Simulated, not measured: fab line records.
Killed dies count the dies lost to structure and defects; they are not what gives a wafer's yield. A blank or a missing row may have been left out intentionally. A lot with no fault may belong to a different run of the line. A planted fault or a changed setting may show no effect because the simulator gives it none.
Which tool was responsible? -- flow sky130 -- route of 708 steps, sampled at 1 step: 6 lots, 18 wafers

## WHAT EACH GAUGE READ, for each wafer
SKY_SPACER_THK_MEAS_01.
lot,measured,on,SPACER_CVD_00_THK (nm)
L970,day 23 06:13,filmMetro-03,42.9 43.5 43.4
L973,day 24 10:05,filmMetro-04,43.3 43.2 43.2
L977,day 26 08:59,filmMetro-02,43.6 43.7 43.9
L980,day 27 04:03,filmMetro-04,42.1 42.2 42.2
L989,day 29 23:58,filmMetro-02,41.8 42.0 41.8
L991,day 30 10:56,filmMetro-04,42.3 42.2 42.4

## TOOL THAT RAN EACH LOT (tool first, then ch and the chambers of the sampled wafers, then the start)
The record shows no process step preceding these readings.

## THE ANSWER, worked out from the rows above alone
Rule: the usual values come from the lots themselves. The widest of any qualifying gaps counts: lots, ordered by their means at a reading, are off when they make up no more than a third of the lots, leave a main group of 4 or more, and stand apart from it by 3 or more times the standard deviation of that group's means. A main group is skipped when, at the precision printed for the reading in the tables above, its means are all equal. A lot without any number at a reading at which 4 lots or more have one is off too. Any other lot the step has rows for is counted as sound.
No lot is off on any of the readings shown, so nothing can be concluded from this.

## WHAT HAD BEEN PUT IN BY THE SIMULATOR
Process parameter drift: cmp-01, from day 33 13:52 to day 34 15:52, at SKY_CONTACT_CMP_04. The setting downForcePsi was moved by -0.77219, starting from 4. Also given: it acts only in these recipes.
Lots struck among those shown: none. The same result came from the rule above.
